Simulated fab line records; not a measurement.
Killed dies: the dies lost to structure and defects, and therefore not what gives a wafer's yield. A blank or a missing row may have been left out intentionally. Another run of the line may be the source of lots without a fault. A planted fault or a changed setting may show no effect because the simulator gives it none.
A lot that was struck, set against a sound lot || flow gf180mcu || 31 out of 602 route steps
Sound: wafers L483.3, L483.4, L483.5. Struck: wafers L486.2, L486.3, L486.6. The cause is named last.
Order at every step that has rows: each side's tool, ch and its chambers, its first start. Under that, the readings that differ: sound wafers || struck wafers || difference of the means || sigmas: that difference in standard deviations of wafers without a fault.
alike: readings with means less than 2 such deviations apart, plus words and numbers identical on both sides. not compared: withheld readings, readings lacking a value on some wafer, bounds such as >300 that could conceal the same value, and numbers that have no deviation in the record and whose values overlap.
The two part at a step that has a row with sigmas, a row that says differs or no value, or rows on one side only. Non-overlapping numbers with no deviation appear without sigmas and do not part them. A reading missing from all wafers of one side parts the sides only when that side holds two or more wafers.

first, 8 steps without rows for these wafers: GF_HV_LDD_SOFTBAKE_42 (time 60 s); GF_HV_LDD_EXPOSE_43 (exposes mask Pplus HV AREA, target cd 400 nm); GF_HV_LDD_PEB_44; GF_HV_LDD_DEVELOP_45 (develop time 60 s); GF_HV_LDD_IMPLANT_48; GF_HV_LDD_STRIP_49 (strips in O2/N2); GF_HV_LDD_CLEAN_51 (cleans in SC1/SC2, time 156.8 s); GF_HV_LDD_RTA_52 (time 10 s).
GF_HV_LDD_CVD_54: deposits SiO2 from TEOS, target thk 10 nm, time 75 s.
  sound on lpcvd-02 ch 1, day 16 10:14; struck on lpcvd-02 ch 1, day 17 10:01
  alike: pressureMtorr, zonePowerBottomPct, zonePowerTopPct
then, 21 steps without rows for these wafers: GF_HV_LDD_CVD_56 (deposits Si3N4 from DCS/NH3, target thk 90 nm, time 1543 s); GF_HV_LDD_ETCHBACK_58 (etches Si3N4 in CH3F/O2, stops on SiO2, time 100 s, target depth 90 nm); GF_NSD_DEHYDRATE_00 (time 60 s); GF_NSD_HMDS_01 (prime time 60 s); GF_NSD_COAT_02 (resist thk 1000 nm); GF_NSD_SOFTBAKE_03 (time 60 s); GF_NSD_EXPOSE_04 (exposes mask Nplus, target cd 400 nm); GF_NSD_PEB_05; GF_NSD_DEVELOP_06 (develop time 60 s); GF_NSD_IMPLANT_09; GF_NSD_IMPLANT_10; GF_NSD_STRIP_11 (strips in O2/N2); GF_PSD_DEHYDRATE_00 (time 60 s); GF_PSD_HMDS_01 (prime time 60 s); GF_PSD_COAT_02 (resist thk 1000 nm); GF_PSD_SOFTBAKE_03 (time 60 s); GF_PSD_EXPOSE_04 (exposes mask Pplus, target cd 400 nm); GF_PSD_PEB_05; GF_PSD_DEVELOP_06 (develop time 60 s); GF_PSD_IMPLANT_09; GF_PSD_STRIP_10 (strips in O2/N2).
-- the record jumps here: 16 days lie between the struck wafers' starts before and after (it left off in module PSD and takes up again in module PASSIVATION, whose first step shown is number 602 of the route) --
GF_PASSIVATION_PROBE_99:
  the record has rows for the struck wafers here (prober-02, day 33 05:20) and none for the sound ones

== WHERE THEY PART ==
At GF_PASSIVATION_PROBE_99 and nowhere else, as far as this record goes.

WHY: whatever the simulator had introduced
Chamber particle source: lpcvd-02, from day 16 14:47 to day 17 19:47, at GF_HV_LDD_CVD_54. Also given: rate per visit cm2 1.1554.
